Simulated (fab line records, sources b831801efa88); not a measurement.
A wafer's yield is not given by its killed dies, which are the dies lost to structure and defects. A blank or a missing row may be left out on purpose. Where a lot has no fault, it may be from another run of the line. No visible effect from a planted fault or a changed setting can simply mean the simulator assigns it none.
What tool caused it? -- flow sky130 -- Sampling: 13 lots, 37 wafers, 5 of 708 route steps

WHAT THE GAUGES READ, wafer by wafer
SKY_METAL4_CD_MEAS_13: target cd 300 nm.
lot,measured,on,cd_nm (nm)
L209,day 42 20:08,cd_sem-01,298.5 299.1 298.7
L210,day 43 08:50,cd_sem-01,298.8 297.5 298.7
L212,day 43 22:43,cd_sem-02,299.4 299.8 300.5
L217,day 44 20:52,cd_sem-02,287.8 299.0
L219,day 45 12:10,cd_sem-01,287.3 299.8 299.2
L220,day 45 19:53,cd_sem-01,285.9 297.5
L221,day 46 00:26,cd_sem-02,301.9 300.9 302.7
L222,day 46 08:52,cd_sem-02,299.2 301.0 300.9
L225,day 46 22:43,cd_sem-01,299.8 299.1 298.9
L226,day 47 09:26,cd_sem-02,297.8 298.4 298.7
L228,day 47 21:48,cd_sem-02,298.6 298.5 298.8
L229,day 47 23:01,cd_sem-02,299.0 298.3 298.9
L232,day 48 09:53,cd_sem-02,297.9 298.5 297.7

SKY_METAL4_OVL_MEAS_14.
lot,measured,on,METAL4_OVL (nm)
L209,day 42 20:14,overlay-01,4 8 -3
L210,day 43 08:58,overlay-02,7 1 4
L212,day 43 22:50,overlay-01,0 1 -4
L217,day 44 20:58,overlay-01,6 -4
L219,day 45 12:16,overlay-02,-7 2 4
L220,day 45 19:59,overlay-01,4 7
L221,day 46 00:34,overlay-02,4 5 0
L222,day 46 08:59,overlay-01,3 4 -3
L225,day 46 22:49,overlay-01,-4 -5 1
L226,day 47 09:31,overlay-01,-3 -1 -1
L228,day 47 21:52,overlay-01,2 -2 -5
L229,day 47 23:06,overlay-01,3 5 -1
L232,day 48 09:59,overlay-01,6 5 5

EACH LOT AND THE TOOL THAT RAN IT (in order: tool; ch and the chambers of the sampled wafers; start)
lot,SKY_VIA3_ETCH_15,SKY_VIA3_SPUTTER_20,SKY_METAL4_EXPOSE_10
L209,"rie_diel-01 ch 0,1,2, day 40 16:34","pvd_sputter-02, day 40 17:16","krf_scanner-01 ch 0, day 42 08:19"
L210,"rie_diel-02 ch 1,3, day 41 05:22","pvd_sputter-03, day 41 06:02","krf_scanner-02 ch 0, day 42 21:02"
L212,"rie_diel-02 ch 1,2,3, day 41 20:38","pvd_sputter-02, day 41 21:18","krf_scanner-01 ch 0, day 43 11:22"
L217,"rie_diel-01 ch 2,3, day 42 19:59","pvd_sputter-03, day 42 20:38","krf_scanner-01 ch 0, day 44 09:55"
L219,"rie_diel-03 ch 0,1, day 43 11:55","pvd_sputter-02, day 43 12:34","krf_scanner-01 ch 0, day 45 01:02"
L220,"rie_diel-01 ch 0,3, day 43 20:32","pvd_sputter-01, day 43 21:13","krf_scanner-01 ch 0, day 45 09:19"
L221,"rie_diel-02 ch 1,2,3, day 44 01:35","pvd_sputter-03, day 44 02:14","krf_scanner-02 ch 0, day 45 14:14"
L222,"rie_diel-03 ch 0,2,3, day 44 11:17","pvd_sputter-03, day 44 11:56","krf_scanner-02 ch 0, day 45 22:16"
L225,"rie_diel-02 ch 0,2,3, day 45 01:26","pvd_sputter-01, day 45 02:05","krf_scanner-02 ch 0, day 46 13:02"
L226,"rie_diel-01 ch 1,2, day 45 12:01","pvd_sputter-01, day 45 12:40","krf_scanner-02 ch 0, day 46 22:48"
L228,"rie_diel-02 ch 0,3, day 46 00:50","pvd_sputter-01, day 46 01:29","krf_scanner-02 ch 0, day 47 11:54"
L229,"rie_diel-02 ch 0,1,2, day 46 02:47","pvd_sputter-02, day 46 03:26","krf_scanner-02 ch 0, day 47 12:51"
L232,"rie_diel-03 ch 1,2,3, day 46 14:05","pvd_sputter-03, day 46 14:45","krf_scanner-01 ch 0, day 47 23:52"
- SKY_VIA3_ETCH_15: etches SiO2 in C4F8/O2/Ar, stops on TiN, target depth 507 nm, time 78 s.
- SKY_VIA3_SPUTTER_20: material TiN, target thk 20 nm, time 80 s.
- SKY_METAL4_EXPOSE_10: exposes mask MM4, target cd 300 nm.

AS READ BY THE TOOLS THEMSELVES (means over the sampled wafers that have a number; for cases with no such wafer, the mark the record gives instead)
SKY_VIA3_ETCH_15.
lot,tool,oes_product_au (a.u.)
L209,rie_diel-01,0.947
L210,rie_diel-02,0.946
L212,rie_diel-02,0.948
L217,rie_diel-01,0.944
L219,rie_diel-03,0.949
L220,rie_diel-01,0.952
L221,rie_diel-02,0.951
L222,rie_diel-03,0.940
L225,rie_diel-02,0.944
L226,rie_diel-01,0.945
L228,rie_diel-02,0.942
L229,rie_diel-02,0.944
L232,rie_diel-03,0.946

SKY_VIA3_SPUTTER_20.
lot,tool,throttle_valve_pct (%)
L209,pvd_sputter-02,29.9
L210,pvd_sputter-03,29.4
L212,pvd_sputter-02,30.3
L217,pvd_sputter-03,29.2
L219,pvd_sputter-02,29.0
L220,pvd_sputter-01,31.4
L221,pvd_sputter-03,29.7
L222,pvd_sputter-03,29.5
L225,pvd_sputter-01,31.4
L226,pvd_sputter-01,31.6
L228,pvd_sputter-01,31.8
L229,pvd_sputter-02,29.2
L232,pvd_sputter-03,29.8

THE ANSWER, worked out from the rows above alone
Rule: what is usual is taken from the lots themselves. Put in order of their means at a reading, lots are off if they are a third of the lots or fewer, leave a main group of 4 or more, and stand apart from it by a gap of 3 or more times the standard deviation of the main group's means; of several such gaps the widest counts. A main group is skipped when, at the precision printed for the reading in the tables above, its means are all equal. A lot without any number at a reading at which 4 lots or more have one is off too. The other lots that the step has rows for count as sound. First the gauges in route order, then the tools' own readings, where a lot's mean is used as printed above. At the first step where some lot is off, the reading lying furthest off is the one used; lots without a number count as furthest.
None of the lots is off at any reading shown; this tells nothing.

WHAT THE SIMULATOR HAD INSERTED
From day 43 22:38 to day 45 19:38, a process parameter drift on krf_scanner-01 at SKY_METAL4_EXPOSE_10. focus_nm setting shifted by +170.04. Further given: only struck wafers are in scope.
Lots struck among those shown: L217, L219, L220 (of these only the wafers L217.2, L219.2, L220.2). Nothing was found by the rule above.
